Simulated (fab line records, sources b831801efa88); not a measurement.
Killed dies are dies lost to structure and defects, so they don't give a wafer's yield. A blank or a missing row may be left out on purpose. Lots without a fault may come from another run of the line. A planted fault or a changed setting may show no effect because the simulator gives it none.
A struck lot beside a sound one | flow gf180mcu | 15 steps out of a route of 602
Sound: wafers L908.3, L908.5, L908.6. Struck: wafers L922.2, L922.4, L922.6. The cause comes at the end.
At each step with rows: each side's tool, then ch and its chambers, then its first start. Under that, the readings that differ: sound wafers | struck wafers | difference of the means | sigmas: that difference in standard deviations of wafers without a fault.
alike: readings whose means differ by less than 2 such deviations, and words and numbers that are the same on both sides. not compared: withheld readings, readings that some wafer has no value for, bounds like >300 that may hide the same value, and numbers for which the record gives no deviation and whose values overlap.
The two part at a step that has a row with sigmas, a row that says differs or no value, or rows on one side only. Numbers that don't overlap but have no deviation are shown without sigmas and don't part them. A reading that every wafer of one side lacks parts them only if that side has two wafers or more.

first, 9 steps without rows for these wafers: GF_MIM_STRIP_21 (strips in post etch residue remover, time 1200 s); GF_MIM_CLEAN_22 (cleans in DIW); GF_M5_DEHYDRATE_00 (time 60 s); GF_M5_HMDS_01 (prime time 60 s); GF_M5_COAT_02 (resist thk 1000 nm); GF_M5_SOFTBAKE_03 (time 60 s); GF_M5_EXPOSE_04 (exposes mask Metal5, target cd 280 nm); GF_M5_PEB_05 (peb time 90 s); GF_M5_DEVELOP_06 (develop time 60 s).
GF_M5_CD_MEAS_07: target cd 280 nm.
  sound on cd_sem-01, day 26 21:59; struck on cd_sem-02, day 31 07:11
  alike: cd_nm
GF_M5_OVL_MEAS_08:
  sound on overlay-02, day 26 22:05; struck on overlay-01, day 31 07:17
  alike: M5_OVL
GF_M5_ETCH_09: etches Si3N4 in CF4/O2, target depth 52 nm, time 11.6 s.
  sound on rie_diel-04 ch 0,1, day 26 22:06; struck on rie_diel-03 ch 1,2,3, day 31 07:19
  alike: bias_w, drypump_motor_current_A, oes_product_au, throttle_valve_pct
  not compared: rf_hours_counter_h
GF_M5_METAL_ETCH_10: etches the open film in Cl2/BCl3, stops on SiO2, target depth 627.5 nm, time 104.6 s.
  sound on rie_metal-01 ch 0,1, day 26 22:10; struck on rie_metal-02 ch 0, day 31 07:22
  reading                     | sound             | struck            | difference | sigmas
  bias_w (W)                  | 140.1 140.3 140.2 | 143.8 144.3 144.3 | +3.9       | +11
  drypump_motor_current_A (A) | 5.2 5.2 5.6       | 6.3 6.3 6.3       | +1.0       | +2
  alike: oes_product_au, throttle_valve_pct
  not compared: rf_hours_counter_h
GF_M5_STRIP_11: strips in O2/N2.
  sound on plasma_asher-03 ch 0,1, day 26 22:16; struck on plasma_asher-03 ch 0,1, day 31 07:34
  alike: drypump_motor_current_A, heater_power_w, o2_flow_sccm, oes_product_au, strip_time_to_endpoint_s
  not compared: rf_hours_counter_h
-- the record jumps here: 2 days lie between the struck wafers' starts before and after (it left off in module M5 and takes up again in module PASSIVATION, whose first step shown is number 602 of the route) --
GF_PASSIVATION_PROBE_99:
  the record has rows for the struck wafers here (prober-02, day 33 15:20) and none for the sound ones

WHERE THEY PART
First at GF_M5_METAL_ETCH_10; last, within this record, at GF_PASSIVATION_PROBE_99.

WHY: what the simulator had put in
Process parameter drift: rie_metal-02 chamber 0, from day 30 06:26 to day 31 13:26, at GF_M5_METAL_ETCH_10. Setting bias_w, moved by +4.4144, from 140. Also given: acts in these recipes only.
